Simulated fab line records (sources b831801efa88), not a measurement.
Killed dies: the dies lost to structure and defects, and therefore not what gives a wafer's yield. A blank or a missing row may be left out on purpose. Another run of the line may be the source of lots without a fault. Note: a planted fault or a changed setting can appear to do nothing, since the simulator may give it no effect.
Which of the tools did it? / flow sky130 / 9 lots with 27 wafers sampled at 6 steps, on a route of 708 steps

## WHAT EACH GAUGE READ, for each wafer
SKY_CAP2M_RS_MEAS_03: measurement is done with a four-point probe.
lot=L733; measured=day 40 18:05; on=film metro-03; CAP2M_TIN_RS (ohm/sq)=6.92 6.88 7.03
lot=L734; measured=day 41 07:31; on=film metro-01; CAP2M_TIN_RS (ohm/sq)=6.79 6.81 6.81
lot=L737; measured=day 42 04:37; on=film metro-04; CAP2M_TIN_RS (ohm/sq)=7.02 6.93 7.01
lot=L739; measured=day 42 17:46; on=film metro-01; CAP2M_TIN_RS (ohm/sq)=6.92 6.88 6.90
lot=L744; measured=day 44 10:07; on=film metro-03; CAP2M_TIN_RS (ohm/sq)=7.42 7.53 7.45
lot=L747; measured=day 44 23:16; on=film metro-04; CAP2M_TIN_RS (ohm/sq)=7.44 7.51 7.36
lot=L748; measured=day 45 06:03; on=film metro-01; CAP2M_TIN_RS (ohm/sq)=6.93 7.01 6.99
lot=L750; measured=day 45 08:22; on=film metro-04; CAP2M_TIN_RS (ohm/sq)=6.86 6.92 6.82
lot=L751; measured=day 45 18:44; on=film metro-03; CAP2M_TIN_RS (ohm/sq)=6.90 6.97 6.93

SKY_CAP2M_THK_MEAS_04: measures by xrf.
lot=L733; measured=day 40 18:11; on=film metro-03; CAP2M_TIN_THK (nm)=196.9 198.9 194.1
lot=L734; measured=day 41 07:37; on=film metro-01; CAP2M_TIN_THK (nm)=200.6 199.7 199.2
lot=L737; measured=day 42 04:44; on=film metro-04; CAP2M_TIN_THK (nm)=195.6 197.4 195.1
lot=L739; measured=day 42 17:53; on=film metro-01; CAP2M_TIN_THK (nm)=197.6 200.0 199.1
lot=L744; measured=day 44 10:14; on=film metro-03; CAP2M_TIN_THK (nm)=185.1 181.9 183.7
lot=L747; measured=day 44 23:23; on=film metro-04; CAP2M_TIN_THK (nm)=184.1 182.9 185.6
lot=L748; measured=day 45 06:10; on=film metro-01; CAP2M_TIN_THK (nm)=196.4 194.7 196.0
lot=L750; measured=day 45 08:28; on=film metro-04; CAP2M_TIN_THK (nm)=199.6 198.3 199.7
lot=L751; measured=day 45 18:51; on=film metro-03; CAP2M_TIN_THK (nm)=198.9 196.5 197.6

## EACH LOT AND THE TOOL THAT RAN IT (in order: tool; ch and the chambers of the sampled wafers; start)
lot=L733; SKY_METAL3_STRIP_19=plasma asher-04 ch 0,1, day 39 14:07; SKY_METAL4_SPUTTER_02=pvd sputter-03, day 40 17:46; SKY_METAL4_SPUTTER_04=pvd sputter-03, day 40 17:49; SKY_CAP2M_SPUTTER_02=pvd sputter-01, day 40 17:57
lot=L734; SKY_METAL3_STRIP_19=plasma asher-04 ch 0, day 40 04:52; SKY_METAL4_SPUTTER_02=pvd sputter-02, day 41 07:11; SKY_METAL4_SPUTTER_04=pvd sputter-02, day 41 07:15; SKY_CAP2M_SPUTTER_02=pvd sputter-04, day 41 07:23
lot=L737; SKY_METAL3_STRIP_19=plasma asher-04 ch 0, day 41 02:32; SKY_METAL4_SPUTTER_02=pvd sputter-02, day 42 04:19; SKY_METAL4_SPUTTER_04=pvd sputter-02, day 42 04:22; SKY_CAP2M_SPUTTER_02=pvd sputter-04, day 42 04:30
lot=L739; SKY_METAL3_STRIP_19=plasma asher-04 ch 0,1, day 41 14:17; SKY_METAL4_SPUTTER_02=pvd sputter-04, day 42 17:28; SKY_METAL4_SPUTTER_04=pvd sputter-04, day 42 17:31; SKY_CAP2M_SPUTTER_02=pvd sputter-01, day 42 17:40
lot=L744; SKY_METAL3_STRIP_19=plasma asher-03 ch 0,1, day 43 08:50; SKY_METAL4_SPUTTER_02=pvd sputter-02, day 44 09:49; SKY_METAL4_SPUTTER_04=pvd sputter-02, day 44 09:52; SKY_CAP2M_SPUTTER_02=pvd sputter-04, day 44 10:01
lot=L747; SKY_METAL3_STRIP_19=plasma asher-04 ch 0,1, day 43 21:41; SKY_METAL4_SPUTTER_02=pvd sputter-02, day 44 22:57; SKY_METAL4_SPUTTER_04=pvd sputter-02, day 44 23:01; SKY_CAP2M_SPUTTER_02=pvd sputter-04, day 44 23:08
lot=L748; SKY_METAL3_STRIP_19=plasma asher-02 ch 0,1, day 44 05:02; SKY_METAL4_SPUTTER_02=pvd sputter-03, day 45 05:45; SKY_METAL4_SPUTTER_04=pvd sputter-03, day 45 05:49; SKY_CAP2M_SPUTTER_02=pvd sputter-02, day 45 05:56
lot=L750; SKY_METAL3_STRIP_19=plasma asher-03 ch 0,1, day 44 07:35; SKY_METAL4_SPUTTER_02=pvd sputter-04, day 45 08:02; SKY_METAL4_SPUTTER_04=pvd sputter-04, day 45 08:06; SKY_CAP2M_SPUTTER_02=pvd sputter-02, day 45 08:14
lot=L751; SKY_METAL3_STRIP_19=plasma asher-02 ch 0,1, day 44 18:20; SKY_METAL4_SPUTTER_02=pvd sputter-04, day 45 18:26; SKY_METAL4_SPUTTER_04=pvd sputter-04, day 45 18:29; SKY_CAP2M_SPUTTER_02=pvd sputter-01, day 45 18:37
- SKY_METAL3_STRIP_19: strips in O2/N2.
- SKY_METAL4_SPUTTER_02: material AlCu, target thk 735 nm, time 39.1 s.
- SKY_METAL4_SPUTTER_04: material TiN, target thk 70 nm, time 58.3 s.
- SKY_CAP2M_SPUTTER_02: material TiN, target thk 200 nm, time 166.7 s.

## WHAT THE TOOLS THEMSELVES READ (means of the sampled wafers that have a number; where no wafer has one, the mark that the record gives instead)
SKY_METAL3_STRIP_19.
lot=L733; tool=plasma asher-04; drypump motor current A (A)=5.7; oes product au (a.u.)=0.506; strip time to endpoint s (s)=6.60
lot=L734; tool=plasma asher-04; drypump motor current A (A)=5.4; oes product au (a.u.)=0.498; strip time to endpoint s (s)=6.57
lot=L737; tool=plasma asher-04; drypump motor current A (A)=5.4; oes product au (a.u.)=0.505; strip time to endpoint s (s)=6.58
lot=L739; tool=plasma asher-04; drypump motor current A (A)=6.0; oes product au (a.u.)=0.501; strip time to endpoint s (s)=6.55
lot=L744; tool=plasma asher-03; drypump motor current A (A)=5.7; oes product au (a.u.)=0.504; strip time to endpoint s (s)=6.52
lot=L747; tool=plasma asher-04; drypump motor current A (A)=5.7; oes product au (a.u.)=0.498; strip time to endpoint s (s)=6.45
lot=L748; tool=plasma asher-02; drypump motor current A (A)=5.8; oes product au (a.u.)=0.500; strip time to endpoint s (s)=6.45
lot=L750; tool=plasma asher-03; drypump motor current A (A)=5.9; oes product au (a.u.)=0.510; strip time to endpoint s (s)=6.63
lot=L751; tool=plasma asher-02; drypump motor current A (A)=6.0; oes product au (a.u.)=0.501; strip time to endpoint s (s)=6.36

SKY_METAL4_SPUTTER_02.
lot=L733; tool=pvd sputter-03; chamber pressure pa (Pa)=0.3994; throttle valve pct (%)=30.1
lot=L734; tool=pvd sputter-02; chamber pressure pa (Pa)=0.4000; throttle valve pct (%)=29.4
lot=L737; tool=pvd sputter-02; chamber pressure pa (Pa)=0.3995; throttle valve pct (%)=29.6
lot=L739; tool=pvd sputter-04; chamber pressure pa (Pa)=0.4005; throttle valve pct (%)=31.1
lot=L744; tool=pvd sputter-02; chamber pressure pa (Pa)=0.4000; throttle valve pct (%)=29.4
lot=L747; tool=pvd sputter-02; chamber pressure pa (Pa)=0.4002; throttle valve pct (%)=28.9
lot=L748; tool=pvd sputter-03; chamber pressure pa (Pa)=0.4004; throttle valve pct (%)=30.5
lot=L750; tool=pvd sputter-04; chamber pressure pa (Pa)=0.3998; throttle valve pct (%)=30.3
lot=L751; tool=pvd sputter-04; chamber pressure pa (Pa)=0.4004; throttle valve pct (%)=31.1

SKY_METAL4_SPUTTER_04.
lot=L733; tool=pvd sputter-03; chamber pressure pa (Pa)=0.3993; throttle valve pct (%)=30.1
lot=L734; tool=pvd sputter-02; chamber pressure pa (Pa)=0.3995; throttle valve pct (%)=29.4
lot=L737; tool=pvd sputter-02; chamber pressure pa (Pa)=0.3998; throttle valve pct (%)=29.6
lot=L739; tool=pvd sputter-04; chamber pressure pa (Pa)=0.4000; throttle valve pct (%)=31.3
lot=L744; tool=pvd sputter-02; chamber pressure pa (Pa)=0.3995; throttle valve pct (%)=29.4
lot=L747; tool=pvd sputter-02; chamber pressure pa (Pa)=0.4000; throttle valve pct (%)=28.8
lot=L748; tool=pvd sputter-03; chamber pressure pa (Pa)=0.3998; throttle valve pct (%)=30.4
lot=L750; tool=pvd sputter-04; chamber pressure pa (Pa)=0.3999; throttle valve pct (%)=30.3
lot=L751; tool=pvd sputter-04; chamber pressure pa (Pa)=0.4006; throttle valve pct (%)=31.0

SKY_CAP2M_SPUTTER_02.
lot=L733; tool=pvd sputter-01; chamber pressure pa (Pa)=0.3993; throttle valve pct (%)=29.8
lot=L734; tool=pvd sputter-04; chamber pressure pa (Pa)=0.3996; throttle valve pct (%)=30.6
lot=L737; tool=pvd sputter-04; chamber pressure pa (Pa)=0.4010; throttle valve pct (%)=30.7
lot=L739; tool=pvd sputter-01; chamber pressure pa (Pa)=0.4000; throttle valve pct (%)=30.2
lot=L744; tool=pvd sputter-04; chamber pressure pa (Pa)=0.6113; throttle valve pct (%)=25.1
lot=L747; tool=pvd sputter-04; chamber pressure pa (Pa)=0.6117; throttle valve pct (%)=25.1
lot=L748; tool=pvd sputter-02; chamber pressure pa (Pa)=0.4002; throttle valve pct (%)=29.6
lot=L750; tool=pvd sputter-02; chamber pressure pa (Pa)=0.3995; throttle valve pct (%)=29.6
lot=L751; tool=pvd sputter-01; chamber pressure pa (Pa)=0.3999; throttle valve pct (%)=30.2

## THE ANSWER, worked out from the rows above alone
Rule: the lots themselves supply what counts as usual. Put in order of their means at a reading, lots are off if they are a third of the lots or fewer, leave a main group of 4 or more, and stand apart from it by a gap of 3 or more times the standard deviation of the main group's means; of several such gaps the widest counts. The tables above print the reading to a certain number of digits; a main group whose means all agree to those digits is not used. A lot without any number at a reading at which 4 lots or more have one is off too. The other lots that the step has rows for count as sound. First the gauges in route order, then the tools' own readings, where a lot's mean is used as printed above. The first step at which some lot is off is used, and at that step the reading that is off furthest; a lot without a number counts as furthest.
Off: L744, L747, seen at SKY_CAP2M_RS_MEAS_03 (CAP2M_TIN_RS). Main group: mean 6.92 ohm/sq, sd 0.06.
If a tool, at a process step before that reading, ran all the lots that are off and no sound lot after the first of them, it fits. Not tried: the gauges at SKY_CAP2M_RS_MEAS_03; whatever is off there is also off at SKY_CAP2M_SPUTTER_02, on other tools, and gauge error can't account for it. This does not decide it: 2 tools fit, namely pvd sputter-02 at SKY_METAL4_SPUTTER_02 and SKY_METAL4_SPUTTER_04 and pvd sputter-04 at SKY_CAP2M_SPUTTER_02.

## WHAT HAD BEEN PUT IN BY THE SIMULATOR
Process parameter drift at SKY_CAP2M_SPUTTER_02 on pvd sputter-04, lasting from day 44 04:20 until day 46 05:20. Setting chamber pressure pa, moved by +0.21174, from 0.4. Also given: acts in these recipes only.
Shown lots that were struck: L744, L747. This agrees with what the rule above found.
